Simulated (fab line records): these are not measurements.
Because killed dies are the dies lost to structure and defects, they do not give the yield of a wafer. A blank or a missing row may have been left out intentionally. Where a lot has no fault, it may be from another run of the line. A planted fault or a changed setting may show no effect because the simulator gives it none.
fab line records -- flow sfqLine
record: lots: 14, wafers: 42, lastDay: 80
route steps=325 shown R5@225
lots with no fault: from the same line, run without faults
startH: hours from the record's first day to the start of the lot's first wafer shown -- waitH: time in hours since the lot's previous step -- " unchanged from the row above -- L1.1+2: several wafers, shown together as one row -- - value missing, or start not given -- * or withheld: withheld -- < > ~ a bound
route shown NAME@n: a module of which the file shows steps, and the number in the route of the first -- usual: the fault-free wafers' mean and standard deviation -- same: alike in all rows -- chamber/n: place in a boat -- sites: readings site by site -- _std_site: their standard deviation -- _edge_site: outer sites' mean less inner sites' -- radiusMm: for every site, how far away it sits from the centre of the wafer -- mask NAME#n: copy n -- behind: the tool/chamber that last shaped the wafer -- hold: the reason the lot was held/the length of the hold in hours/how it ended -- device: the n, p or np transistor that did not switch -- end of line: tests run on the same wafers once the route is complete -- for a step that has no rows: nothing shown but its recipe -- killed: not the wafer's yield, but the dies lost to structure and defects at the first sort -- map: the dies of a wafer, with x for killed, . for not killed, _ for no die there
set.NAME: the run value of the setting; set.NAME@STEP: its run value at that earlier step -- model.NAME: the simulator's own value behind a step, which no gauge read
steps of the route over a sample of lots; a table a step, a row a wafer
services: from which hour (startH, from the record's first day; less than 0 if before it) a tool's chamber was out of use, for how many hours, and why
== steps ==
step: SFQ_TRILAYER_R5_ETCH_METAL_ETCH_139
recipe: stopOn: SiO2, maskMaterial: PR, chemistry: Cl2, targetDepthNm: 60, icpW: 600, biasW: 80, pressureMtorr: 10, timeS: 40
usual: drypumpMotorCurrentA: 5.8/0.59, oesProductAu: 0.990/0.0073
lot.wafer,tool,chamber,startH,waitH,drypumpMotorCurrentA,oesProductAu,rfHoursCounterH
L251.1,rieMetal-04,1,1270.70,0.0,4.7,0.996,108
L251.4,rieMetal-04,0,1270.70,0.0,5.7,0.996,-
L251.6,rieMetal-04,1,1270.70,0.0,4.7,0.992,-
L252.1,rieMetal-03,1,1271.96,0.1,6.1,0.976,61
L252.3,rieMetal-03,1,1271.96,0.1,6.1,0.986,-
L252.5,rieMetal-03,1,1271.96,0.1,6.1,0.991,-
L253.2,rieMetal-04,0,1274.51,0.0,5.7,0.994,120
L253.4,rieMetal-04,1,1274.51,0.0,4.7,0.997,-
L253.5,rieMetal-04,1,1274.51,0.0,4.7,0.996,-
L256.2,rieMetal-04,1,1405.54,0.1,4.8,0.992,-
L256.4,rieMetal-04,1,1405.54,0.1,4.8,0.992,-
L256.6,rieMetal-04,1,1405.54,0.1,4.8,0.990,-
L258.2,rieMetal-03,0,1411.46,0.0,5.5,0.998,23
L258.4,rieMetal-03,1,1411.46,0.0,6.1,0.979,-
L258.5,rieMetal-03,0,1411.46,0.0,5.5,0.986,-
L259.1,rieMetal-03,0,1416.28,0.1,5.5,0.992,24
L259.2,rieMetal-03,1,1416.28,0.1,6.1,0.985,86
L259.5,rieMetal-03,1,1416.28,0.1,6.1,0.977,-
L260.1,rieMetal-04,1,1417.46,0.0,4.7,0.989,137
L260.2,rieMetal-04,0,1417.46,0.0,5.6,0.998,0
L260.4,rieMetal-04,0,1417.46,0.0,5.6,0.995,-
L261.4,rieMetal-02,1,1544.62,0.0,6.3,0.982,-
L261.5,rieMetal-02,0,1544.62,0.0,6.5,0.998,-
L261.6,rieMetal-02,1,1544.62,0.0,6.3,0.994,-
L264.2,rieMetal-02,1,1602.20,0.0,6.3,0.980,9
L264.3,rieMetal-02,0,1602.20,0.0,6.6,0.986,-
L264.6,rieMetal-02,1,1602.20,0.0,6.3,0.987,-
L265.3,rieMetal-04,1,1604.62,0.0,4.7,1.002,-
L265.4,rieMetal-04,0,1604.62,0.0,5.7,0.861,-
L265.5,rieMetal-04,1,1604.62,0.0,4.7,0.997,-
L266.2,rieMetal-04,1,1607.00,0.0,4.7,0.999,9
L266.3,rieMetal-04,1,1607.00,0.0,4.7,0.994,-
L266.6,rieMetal-04,1,1607.00,0.0,4.7,0.846,-
L270.2,rieMetal-03,1,1615.18,0.0,6.1,0.978,113
L270.5,rieMetal-03,0,1615.18,0.0,5.5,0.991,-
L270.6,rieMetal-03,1,1615.18,0.0,6.1,0.985,-
L271.2,rieMetal-02,0,1616.38,0.0,6.5,0.996,118
L271.4,rieMetal-02,0,1616.38,0.0,6.6,0.997,-
L271.6,rieMetal-02,1,1616.38,0.0,6.3,0.987,-
L272.1,rieMetal-03,0,1617.58,0.0,5.5,0.978,50
L272.2,rieMetal-03,1,1617.58,0.0,6.1,0.984,113
L272.3,rieMetal-03,0,1617.58,0.0,5.5,0.991,-
== services ==
tool,chamber,startH,hours,kind
rieMetal-03,0,1258.38,-,clean
rieMetal-03,0,1258.38,-,consumableReplace:focusRing
rieMetal-03,0,1258.38,16.2,scheduledDown
rieMetal-03,0,1258.38,16.2,ventCycle
rieMetal-04,1,1308.36,5.9,repair
rieMetal-04,-,1313.85,2.8,pm
rieMetal-04,-,1362.68,1.5,repair
rieMetal-04,0,1374.70,7.1,repair
rieMetal-04,-,1387.35,0.6,repair
rieMetal-04,0,1394.69,-,clean
rieMetal-04,0,1394.69,-,consumableReplace:focusRing
rieMetal-04,0,1394.69,22.7,scheduledDown
rieMetal-04,0,1394.69,22.7,ventCycle
rieMetal-02,-,1496.56,2.8,pm
rieMetal-04,1,1498.87,-,clean
rieMetal-04,1,1498.87,-,consumableReplace:focusRing
rieMetal-04,1,1498.87,17.2,scheduledDown
rieMetal-04,1,1498.87,17.2,ventCycle
rieMetal-02,1,1499.31,-,clean
rieMetal-02,1,1499.31,-,consumableReplace:focusRing
rieMetal-02,1,1499.31,24.6,scheduledDown
rieMetal-03,-,1524.39,0.7,repair
rieMetal-04,-,1556.38,14.6,pm
rieMetal-03,-,1578.28,2.8,pm
== key ==
firstSign: step: SFQ_TRILAYER_R5_ETCH_METAL_ETCH_139, reading: oesProductAu, direction: down, sigmas: 19, usual: 0.990, struck: 0.854
effect none on later readings
metAt SFQ_TRILAYER_R5_ETCH_METAL_ETCH_139
struckLots L265,L266
struckWafers L265.4,L266.6
onsetBetween 1417.46 1604.62
fault: kind: processParameterDrift, tool: rieMetal-04, chamber: -, onsetH: 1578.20, steps: SFQ_TRILAYER_R5_ETCH_METAL_ETCH_139, channel: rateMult, offset: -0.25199, shape: step, endH: 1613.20, scope: struckWafersOnly
